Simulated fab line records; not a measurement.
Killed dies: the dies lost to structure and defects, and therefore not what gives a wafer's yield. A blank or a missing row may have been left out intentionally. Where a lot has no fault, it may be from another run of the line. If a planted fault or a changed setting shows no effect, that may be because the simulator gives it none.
Struck lot and sound lot, side by side    flow sky130    22 out of 708 route steps
Sound: these wafers, L260.1, L260.2, L260.4. The struck wafers were L268.3, L268.4, L268.6. The cause is named last.
At each step with rows: each side's tool, then ch and its chambers, then its first start. Under that, the readings that differ: sound wafers    struck wafers    difference of the means    sigmas: that difference in standard deviations of wafers without a fault.
alike: readings with means less than 2 such deviations apart, plus words and numbers identical on both sides. not compared: withheld readings, readings lacking a value on some wafer, bounds such as >300 that could conceal the same value, and numbers that have no deviation in the record and whose values overlap.
Wherever a step has rows on one side only, a row that says differs or no value, or a row with sigmas, the two part there. Numbers that don't overlap but have no deviation are shown without sigmas and don't part them. A reading that every wafer of one side lacks parts them only if that side has two wafers or more.

SKY_POLY_GATE_THK_MEAS_21:
  sound: film metro-04 at day 22 22:58; struck: film metro-02 at day 25 11:23
  alike: POLY_GATE_OXIDATION_THK
SKY_POLY_GATE_CD_MEAS_22:
  sound: cd sem-02 at day 22 23:02; struck: cd sem-01 at day 25 11:29
  alike: cd nm
then, 7 steps without rows for these wafers: SKY_LDD_N_DEHYDRATE_00 (time 60 s); SKY_LDD_N_HMDS_01 (prime time 60 s); SKY_LDD_N_COAT_02 (resist thk 300 nm); SKY_LDD_N_SOFTBAKE_03 (time 60 s); SKY_LDD_N_EXPOSE_04 (exposes mask NTM, target cd 840 nm); SKY_LDD_N_PEB_05; SKY_LDD_N_DEVELOP_06 (develop time 60 s).
SKY_LDD_N_OVL_MEAS_07:
  sound: overlay-01 at day 24 04:44; struck: overlay-01 at day 26 16:48
  alike: LDD_N_OVL
then, 2 steps without rows for these wafers: SKY_LDD_N_IMPLANT_08; SKY_LDD_N_IMPLANT_09.
SKY_LDD_N_IMPLANT_10:
  sound on implanter-02 ch 0, day 24 05:04; struck on implanter-04 ch 0, day 26 17:11
reading             sound                          struck                            difference   sigmas
beam on s (s)       10.05 9.64 9.87                37.59 37.48 38.60                 +28.04       +99 or more
dose ions cm2       7.503e+13 7.495e+13 7.496e+13  3.6248e+14 3.6254e+14 3.6238e+14  +2.8749e+14  +99 or more
faraday current uA  422 438 429                    545 543 527                       +109         +14
  alike: beam energy keV
then, 5 steps without rows for these wafers: SKY_LDD_N_IMPLANT_11; SKY_LDD_N_IMPLANT_12; SKY_LDD_N_IMPLANT_13; SKY_LDD_N_IMPLANT_14; SKY_LDD_N_IMPLANT_15.
SKY_LDD_N_STRIP_16: strips in O2/N2.
  sound on plasma asher-02 ch 0,1, day 24 05:58; struck on plasma asher-02 ch 0,1, day 26 18:04
reading                       sound              struck             difference  sigmas
strip time to endpoint s (s)  4.323 4.304 4.311  5.031 5.031 5.047  +0.724      +48
  alike: drypump motor current A, oes product au
  not compared: rf hours counter h
SKY_LDD_N_TW_MEAS_17:
  sound: film metro-02 at day 24 06:04; struck: film metro-02 at day 26 18:09
reading   sound           struck          difference  sigmas
LDD_N_TW  2588 2591 2591  2845 2852 2847  +258        +5
then, 1 step without rows for these wafers: SKY_LDD_P_DEHYDRATE_00 (time 60 s).
-- record jumps: 24 days separate the struck wafers' starts on either side; left off in module LDD_P, taken up again in module PAD_OPEN, whose first shown step is the route's number 708 --
SKY_PAD_OPEN_PROBE_99:
  sound: prober-02 at day 49 22:28; struck: prober-02 at day 51 03:47
reading                                    sound                 struck                difference  sigmas
model.etest.tip n.rs ohm sq                445.6 443.1 446.8     308 310 308.1         -136        
model.etest.nfet_01v8.r on ohm um          811.2 829.1 832.7     769.6 751.1 771       -60.4       
model.etest.nfet_01v8_turned.drive ua um   519.9 511 497.1       556.3 576.4 562.5     +55.7       
model.etest.nfet_01v8_swapped.drive ua um  518.7 510.4 491.9     561.8 578 566.1       +61.6       
model.etest.nfet_01v8_lvt.drive ua um      587.2 581.9 571.8     627.5 636.9 629.3     +50.9       
model.etest.nfet_01v8.drive ua um          518.9 512.4 489.5     555.6 562.2 558.9     +52.0       
model.etest.sram nfet pass.drive ua um     502.3 488.8 483.8     552.2 557.9 553.1     +62.8       
model.etest.sram nfet pass.off log10 a um  -12.52 -12.91 -12.74  -11.99 -11.79 -11.89  +0.83       
  alike: killed_at_M0_to_M3, killed_at_M4_up, killed at contacts, killed at front end, killed at other, killed dies, killed open, killed short

== WHERE THEY PART ==
At SKY_LDD_N_IMPLANT_10 first; at SKY_LDD_N_TW_MEAS_17 last (within this record only). Later steps at which nothing parts them and some readings are alike: SKY_PAD_OPEN_PROBE_99.

WHY: what the simulator had put in
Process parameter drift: implanter-04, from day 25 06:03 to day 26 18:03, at SKY_LDD_N_IMPLANT_10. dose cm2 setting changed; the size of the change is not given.
